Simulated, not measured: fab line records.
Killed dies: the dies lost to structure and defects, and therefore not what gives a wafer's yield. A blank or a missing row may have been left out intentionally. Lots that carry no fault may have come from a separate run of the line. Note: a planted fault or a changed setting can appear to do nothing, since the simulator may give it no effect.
Which of the tools did it? -- flow gf180mcu -- 13 lots with 39 wafers sampled at 6 steps, on a route of 602 steps

## WHAT EACH GAUGE READ, for each wafer
GF_STI_THK_MEAS_22.
lot,measured,on,STI_OXIDATION_01_THK (nm)
L562,day 2 08:14,film_metro-01,14.78 14.67 14.81
L564,day 2 18:33,film_metro-04,15.12 14.90 15.31
L566,day 3 04:43,film_metro-01,15.10 14.96 14.90
L567,day 3 10:50,film_metro-04,15.07 14.77 15.05
L568,day 3 14:49,film_metro-02,15.32 15.05 15.47
L569,day 3 20:43,film_metro-01,14.70 14.72 14.74
L570,day 4 06:11,film_metro-02,15.18 15.39 15.29
L571,day 4 12:37,film_metro-01,15.49 15.23 15.42
L572,day 4 15:11,film_metro-01,15.25 15.30 15.36
L580,day 6 04:37,film_metro-04,15.08 15.24 14.91
L582,day 6 15:43,film_metro-02,15.37 15.12 15.19
L583,day 6 19:49,film_metro-01,14.95 15.02 14.84
L584,day 7 02:37,film_metro-02,15.34 14.99 15.21

GF_STI_THK_MEAS_24.
lot,measured,on,STI_CVD_23_THK (nm)
L562,day 2 08:23,film_metro-04,663 667 658
L564,day 2 18:41,film_metro-04,665 670 662
L566,day 3 04:51,film_metro-02,658 656 650
L567,day 3 10:59,film_metro-01,651 660 652
L568,day 3 14:58,film_metro-04,663 648 668
L569,day 3 20:51,film_metro-02,646 651 655
L570,day 4 06:20,film_metro-04,666 651 655
L571,day 4 12:46,film_metro-02,666 662 653
L572,day 4 15:19,film_metro-02,662 660 657
L580,day 6 04:46,film_metro-01,654 656 664
L582,day 6 15:51,film_metro-01,648 632 644
L583,day 6 19:57,film_metro-02,640 637 650
L584,day 7 02:45,film_metro-01,646 640 633

GF_MVSD_TW_MEAS_11.
lot,measured,on,MVSD_TW
L562,day 4 16:53,film_metro-03,1597 1595 1594
L564,day 5 03:23,film_metro-03,1584 1593 1586
L566,day 5 13:26,film_metro-03,1597 1594 1598
L567,day 5 20:28,film_metro-03,1603 1589 1599
L568,day 6 01:05,film_metro-03,1582 1594 1586
L569,day 6 08:24,film_metro-02,1564 1568 1560
L570,day 6 17:58,film_metro-03,1512 1515 1503
L571,day 7 04:36,film_metro-02,1562 1566 1558
L572,day 7 06:46,film_metro-01,1517 1524 1524
L580,day 9 00:58,film_metro-03,1576 1586 1583
L582,day 9 12:17,film_metro-02,1571 1563 1570
L583,day 9 15:34,film_metro-03,1586 1575 1581
L584,day 10 01:46,film_metro-01,1607 1603 1602

GF_VT_IMPLANT_RS_MEAS_46: a four-point-probe measurement.
lot,measured,on,MVSD_RS (ohm/sq)
L562,day 7 19:45,film_metro-01,456.3 456.3 456.2
L564,day 8 07:48,film_metro-01,454.1 455.1 456.5
L566,day 8 20:34,film_metro-01,456.2 453.4 455.2
L567,day 9 04:58,film_metro-01,454.5 455.0 454.8
L568,day 9 10:59,film_metro-02,455.6 454.0 454.9
L569,day 9 18:32,film_metro-02,454.5 454.3 455.3
L570,day 10 05:24,film_metro-01,502.6 503.3 501.3
L571,day 10 18:31,film_metro-02,455.6 456.2 456.0
L572,day 10 21:58,film_metro-01,499.8 500.3 500.0
L580,day 12 21:46,film_metro-02,457.4 454.7 456.5
L582,day 13 09:49,film_metro-01,455.6 456.8 455.9
L583,day 13 14:41,film_metro-03,457.7 456.1 457.0
L584,day 14 03:21,film_metro-03,456.6 456.9 457.1

## TOOL THAT RAN EACH LOT (tool first, then ch and the chambers of the sampled wafers, then the start)
lot,GF_MVSD_IMPLANT_08,GF_VT_IMPLANT_RTA_45
L562,"implanter-01 ch 0, day 4 16:29","rtp_anneal-02 ch 0, day 7 19:39"
L564,"implanter-04 ch 0, day 5 03:01","rtp_anneal-02 ch 0, day 8 07:41"
L566,"implanter-04 ch 0, day 5 13:05","rtp_anneal-02 ch 0, day 8 20:27"
L567,"implanter-04 ch 0, day 5 20:04","rtp_anneal-01 ch 0, day 9 04:52"
L568,"implanter-04 ch 0, day 6 00:43","rtp_anneal-02 ch 0, day 9 10:53"
L569,"implanter-04 ch 0, day 6 08:01","rtp_anneal-01 ch 0, day 9 18:26"
L570,"implanter-04 ch 0, day 6 17:34","rtp_anneal-01 ch 0, day 10 05:18"
L571,"implanter-02 ch 0, day 7 04:13","rtp_anneal-02 ch 0, day 10 18:25"
L572,"implanter-04 ch 0, day 7 06:22","rtp_anneal-02 ch 0, day 10 21:52"
L580,"implanter-01 ch 0, day 9 00:34","rtp_anneal-01 ch 0, day 12 21:40"
L582,"implanter-01 ch 0, day 9 11:53","rtp_anneal-01 ch 0, day 13 09:43"
L583,"implanter-02 ch 0, day 9 15:11","rtp_anneal-01 ch 0, day 13 14:35"
L584,"implanter-04 ch 0, day 10 01:23","rtp_anneal-02 ch 0, day 14 03:10"
- GF_MVSD_IMPLANT_08
- GF_VT_IMPLANT_RTA_45: time 30 s.

## AS READ BY THE TOOLS THEMSELVES (means over the sampled wafers that have a number; for cases with no such wafer, the mark the record gives instead)
GF_MVSD_IMPLANT_08.
lot,tool,dose_ions_cm2,faraday_current_uA,tilt_deg (degrees)
L562,implanter-01,1.6007e+13,89.8,0.030
L564,implanter-04,1.5993e+13,91.1,-0.012
L566,implanter-04,1.5985e+13,89.7,0.008
L567,implanter-04,1.6001e+13,90.5,-0.003
L568,implanter-04,1.6009e+13,90.0,0.007
L569,implanter-04,1.5994e+13,88.5,0.002
L570,implanter-04,1.3244e+13,75.6,0.001
L571,implanter-02,1.6008e+13,88.5,0.010
L572,implanter-04,1.3259e+13,74.3,-0.025
L580,implanter-01,1.5996e+13,90.1,-0.017
L582,implanter-01,1.6002e+13,89.4,0.010
L583,implanter-02,1.5988e+13,90.9,0.006
L584,implanter-04,1.6020e+13,92.6,-0.023

GF_VT_IMPLANT_RTA_45.
lot,tool,lamp_power_pct (%),wafer_temp_C_max
L562,rtp_anneal-02,38,1054.2
L564,rtp_anneal-02,38,1055.0
L566,rtp_anneal-02,38,1055.0
L567,rtp_anneal-01,31,1059.8
L568,rtp_anneal-02,38,1054.8
L569,rtp_anneal-01,31,1058.4
L570,rtp_anneal-01,31,1059.2
L571,rtp_anneal-02,38,1055.6
L572,rtp_anneal-02,38,1055.2
L580,rtp_anneal-01,31,1059.6
L582,rtp_anneal-01,31,1060.7
L583,rtp_anneal-01,31,1058.6
L584,rtp_anneal-02,38,1055.5

## THE ANSWER, worked out from the rows above alone
Rule: usual is defined by the lots themselves. The widest of any qualifying gaps counts: lots, ordered by their means at a reading, are off when they make up no more than a third of the lots, leave a main group of 4 or more, and stand apart from it by 3 or more times the standard deviation of that group's means. A main group whose means are all the same, to the digits that the tables above print for the reading, isn't used. A lot without any number at a reading at which 4 lots or more have one is off too. All remaining lots with rows at the step are treated as sound. After the gauges, taken in route order, come the tools' own readings; for these a lot's mean is taken, as printed above. The first step at which some lot is off is used, and at that step the reading that is off furthest; a lot without a number counts as furthest.
Off: at GF_VT_IMPLANT_RS_MEAS_46 (MVSD_RS), L570, L572. Mean 455.7 ohm/sq and standard deviation 0.8 in the main group.
A tool fits if, at a process step before that reading, it ran every lot that is off, and no sound lot after the first of them. Not tried: the gauges at GF_VT_IMPLANT_RS_MEAS_46; whatever is off there is also off at GF_MVSD_IMPLANT_08, on other tools, and gauge error can't account for it. Of those tried, none fits.

## WHAT THE SIMULATOR HAD INSERTED
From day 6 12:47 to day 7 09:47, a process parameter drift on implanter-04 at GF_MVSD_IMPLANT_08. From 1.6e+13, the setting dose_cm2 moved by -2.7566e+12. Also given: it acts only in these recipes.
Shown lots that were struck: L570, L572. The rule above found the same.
